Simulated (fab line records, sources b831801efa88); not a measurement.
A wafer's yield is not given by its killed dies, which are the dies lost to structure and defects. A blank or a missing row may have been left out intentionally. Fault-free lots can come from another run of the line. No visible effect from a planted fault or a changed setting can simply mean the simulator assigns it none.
Struck lot and sound lot, side by side / flow sky130 / 44 out of 708 route steps
Sound: wafers L826.4, L826.5, L826.6. The struck wafers were L837.1, L837.4, L837.5. The cause is named last.
For every step that has rows: the tool of each side, followed by ch and its chambers, followed by its first start. Under that, the readings that differ: sound wafers / struck wafers / difference of the means / sigmas: that difference in standard deviations of wafers without a fault.
alike: same words and numbers on both sides, and readings whose means sit less than 2 such deviations apart. not compared: any withheld reading, any reading some wafer has no value for, any bound like >300 that may hide the same value, and any number with overlapping values for which the record gives no deviation.
Wherever a step has rows on one side only, a row that says differs or no value, or a row with sigmas, the two part there. Numbers that don't overlap but have no deviation are shown without sigmas and don't part them. Lack of a reading on every wafer of one side parts them only where that side has two or more wafers.

first, 1 step without rows for these wafers: SKY_SONOS_TUNNEL_DEVELOP_06 (develop time 60 s).
SKY_SONOS_TUNNEL_CD_MEAS_07: target cd 410 nm.
  struck on cd-sem-02, day 15 18:21; sound on cd-sem-02, day 12 07:47
  alike: cd-nm
SKY_SONOS_TUNNEL_OVL_MEAS_08:
  struck on overlay-02, day 15 18:28; sound on overlay-01, day 12 07:52
  alike: SONOS_TUNNEL_OVL
then, 3 steps without rows for these wafers: SKY_SONOS_TUNNEL_IMPLANT_09; SKY_SONOS_TUNNEL_WET_ETCH_10 (etches SiO2 in dHF, target depth 14 nm, time 280 s); SKY_SONOS_TUNNEL_STRIP_11 (strips in SPM, time 600 s).
SKY_SONOS_TUNNEL_TW_MEAS_12:
  struck on film-metro-02, day 15 18:55; sound on film-metro-01, day 12 08:31
  alike: SONOS_TUNNEL_TW
then, 2 steps without rows for these wafers: SKY_SONOS_TUNNEL_CLEAN_13 (cleans in dHF, time 20 s); SKY_SONOS_ONO_OXIDATION_00 (stabilise 600 s, purge 300 s, target thk 2.6 nm).
SKY_SONOS_ONO_THK_MEAS_01:
  struck on film-metro-04, day 15 21:55; sound on film-metro-03, day 12 11:45
  alike: SONOS_ONO_OXIDATION_THK
then, 1 step without rows for these wafers: SKY_SONOS_ONO_CVD_02 (deposits Si3N4 from DCS/NH3, target thk 10.5 nm, time 180 s).
SKY_SONOS_ONO_THK_MEAS_03:
  struck on film-metro-04, day 15 23:01; sound on film-metro-02, day 12 13:32
  alike: SONOS_ONO_CVD_02_THK
SKY_SONOS_ONO_CVD_04: deposits SiO2 from SiH4/N2O, target thk 5.7199 nm.
  sound on lpcvd-03 ch 1, day 12 13:34; struck on lpcvd-03 ch 0, day 15 23:05
reading=spike-tc-bottom-C (C); sound=913.9 914.0 914.8; struck=909.9 911.5 911.1; difference=-3.4; sigmas=-2
reading=spike-tc-centre-C (C); sound=902.4 903.4 901.5; struck=895.7 893.2 894.5; difference=-8.0; sigmas=-5
reading=spike-tc-lower-C (C); sound=901.7 902.5 902.0; struck=938.9 937.2 937.7; difference=+35.9; sigmas=+30
reading=zone-power-bottom-pct (%); sound=24.7 24.9 24.8; struck=19.4 19.1 19.7; difference=-5.4; sigmas=-13
reading=zone-power-centre-pct (%); sound=18.6 18.6 18.3; struck=13.3 13.4 13.2; difference=-5.2; sigmas=-5
reading=zone-power-lower-pct (%); sound=17.1 17.1 16.7; struck=36.6 36.4 35.6; difference=+19.2; sigmas=+13
reading=model.SiO2_of_SONOS_ONO_CVD_04.thk-nm (nm); sound=5.766 5.864 5.954; struck=7.155 7.406 7.382; difference=+1.453; sigmas=
  alike: zone-power-top-pct
SKY_SONOS_ONO_THK_MEAS_05:
  struck on film-metro-02, day 16 00:20; sound on film-metro-02, day 12 14:50
reading=SONOS_ONO_CVD_04_THK (nm); sound=5.80 5.80 6.01; struck=7.15 7.39 7.40; difference=+1.44; sigmas=+12
then, 7 steps without rows for these wafers: SKY_SONOS_ONO_DEHYDRATE_06 (time 60 s); SKY_SONOS_ONO_HMDS_07 (prime time 60 s); SKY_SONOS_ONO_COAT_08 (resist thk 1140 nm); SKY_SONOS_ONO_SOFTBAKE_09 (time 60 s); SKY_SONOS_ONO_EXPOSE_10 (exposes mask ONOM, target cd 410 nm); SKY_SONOS_ONO_PEB_11; SKY_SONOS_ONO_DEVELOP_12 (develop time 60 s).
SKY_SONOS_ONO_CD_MEAS_13: target cd 410 nm.
  struck on cd-sem-02, day 17 04:41; sound on cd-sem-01, day 13 15:46
  alike: cd-nm
SKY_SONOS_ONO_OVL_MEAS_14:
  struck on overlay-01, day 17 04:48; sound on overlay-01, day 13 15:50
  alike: SONOS_ONO_OVL
SKY_SONOS_ONO_ETCH_15: etches the open film in CHF3/O2, target depth 19.52 nm, time 7.8 s.
  sound on rie-diel-04 ch 0,1,2, day 13 15:52; struck on rie-diel-01 ch 0,2,3, day 17 04:50
  alike: drypump-motor-current-A, oes-product-au, rf-fwd-power-W, throttle-valve-pct
  not compared: rf-hours-counter-h
then, 1 step without rows for these wafers: SKY_SONOS_ONO_WET_ETCH_16 (etches SiO2 in dHF, target depth 14 nm, time 280 s).
SKY_SONOS_ONO_STRIP_17: strips in O2/N2.
  sound on plasma-asher-03 ch 0,1, day 13 16:00; struck on plasma-asher-03 ch 0,1, day 17 04:57
  alike: drypump-motor-current-A, oes-product-au, strip-time-to-endpoint-s
  not compared: rf-hours-counter-h
then, 3 steps without rows for these wafers: SKY_SONOS_ONO_WET_ETCH_18 (etches Si3N4 in H3PO4, target depth 15 nm, time 172 s); SKY_GATE_OXIDE_CLEAN_00 (cleans in SC1/SC2, time 150 s); SKY_GATE_OXIDE_OXIDATION_01 (stabilise 600 s, purge 300 s, target thk 10.268 nm).
SKY_GATE_OXIDE_THK_MEAS_02:
  struck on film-metro-01, day 17 06:56; sound on film-metro-02, day 13 17:37
  alike: GATE_OXIDE_OXIDATION_00_THK
then, 7 steps without rows for these wafers: SKY_GATE_OXIDE_DEHYDRATE_03 (time 60 s); SKY_GATE_OXIDE_HMDS_04 (prime time 60 s); SKY_GATE_OXIDE_COAT_05 (resist thk 1140 nm); SKY_GATE_OXIDE_SOFTBAKE_06 (time 60 s); SKY_GATE_OXIDE_EXPOSE_07 (exposes mask LVOM, target cd 600 nm); SKY_GATE_OXIDE_PEB_08; SKY_GATE_OXIDE_DEVELOP_09 (develop time 60 s).
SKY_GATE_OXIDE_OVL_MEAS_10:
  struck on overlay-01, day 18 12:06; sound on overlay-02, day 14 20:00
  alike: GATE_OXIDE_OVL
then, 2 steps without rows for these wafers: SKY_GATE_OXIDE_IMPLANT_11; SKY_GATE_OXIDE_WET_ETCH_12 (etches SiO2 in dHF, target depth 16.8 nm, time 336 s).
SKY_GATE_OXIDE_STRIP_13: strips in O2/N2.
  sound on plasma-asher-01 ch 0,1, day 14 20:18; struck on plasma-asher-01 ch 1, day 18 12:23
  alike: drypump-motor-current-A, oes-product-au, strip-time-to-endpoint-s
  not compared: rf-hours-counter-h
SKY_GATE_OXIDE_TW_MEAS_14:
  struck on film-metro-02, day 18 12:29; sound on film-metro-02, day 14 20:24
  alike: GATE_OXIDE_TW
SKY_GATE_OXIDE_CLEAN_15: cleans in SC1/SC2, time 150 s.
  sound on wet-bench-02 ch 3, day 14 20:26; struck on wet-bench-01 ch 1, day 18 12:33
reading=model.SiO2_of_SONOS_ONO_CVD_04.thk-nm (nm); sound=4.248 4.35 4.439; struck=5.638 5.889 5.859; difference=+1.450; sigmas=
  alike: bath-heat-duty-pct
-- record jumps: 31 days separate the struck wafers' starts on either side; left off in module GATE_OXIDE, taken up again in module PAD_OPEN, whose first shown step is the route's number 708 --
SKY_PAD_OPEN_PROBE_99:
  struck on prober-01, day 49 02:20; sound on prober-02, day 46 17:10
reading=model.etest.sonos-erased.drive-ua-um; sound=193.2 169.4 199.8; struck=85.53 77.1 85.32; difference=-104.82; sigmas=
reading=model.etest.sonos-uncharged.r-on-ohm-um; sound=820.6 806.9 821.1; struck=859.3 869.7 880.9; difference=+53.8; sigmas=
reading=model.etest.sonos-programmed.off-log10-a-um; sound=-14.04 -13.9 -13.89; struck=-10.72 -8.913 -9.396; difference=+4.27; sigmas=
reading=model.etest.cap-ono.gate-bv-v (V); sound=16.14 16.58 16.68; struck=17.44 17.84 18.04; difference=+1.31; sigmas=
reading=model.etest.cap-ono.tox-acc-nm (nm); sound=12.85 12.95 13.16; struck=14.37 14.53 14.56; difference=+1.50; sigmas=
reading=model.etest.sonos-programmed.vt-v (V); sound=1.487 1.415 1.316; struck=0.6358 0.4491 0.5061; difference=-0.8757; sigmas=
reading=model.etest.sonos-erased.vt-v (V); sound=-2.301 -2.226 -2.199; struck=-1.343 -1.236 -1.238; difference=+0.970; sigmas=
  alike: killed_at_M0_to_M3, killed_at_M4_up, killed-at-contacts, killed-at-front-end, killed-at-other, killed-dies, killed-on-rim, killed-open, killed-short
  not compared: model.etest.cap-ono.under-floor

## WHERE THEY PART
At SKY_SONOS_ONO_CVD_04 first; at SKY_SONOS_ONO_THK_MEAS_05 last (within this record only). Later steps at which nothing parts them and some readings are alike: SKY_SONOS_ONO_CD_MEAS_13, SKY_SONOS_ONO_OVL_MEAS_14, SKY_SONOS_ONO_ETCH_15, SKY_SONOS_ONO_STRIP_17, SKY_GATE_OXIDE_THK_MEAS_02, SKY_GATE_OXIDE_OVL_MEAS_10, SKY_GATE_OXIDE_STRIP_13, SKY_GATE_OXIDE_TW_MEAS_14, SKY_GATE_OXIDE_CLEAN_15, SKY_PAD_OPEN_PROBE_99.

WHY: what the simulator had put in
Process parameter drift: lpcvd-03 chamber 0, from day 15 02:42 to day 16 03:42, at SKY_SONOS_ONO_CVD_04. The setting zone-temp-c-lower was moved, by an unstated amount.
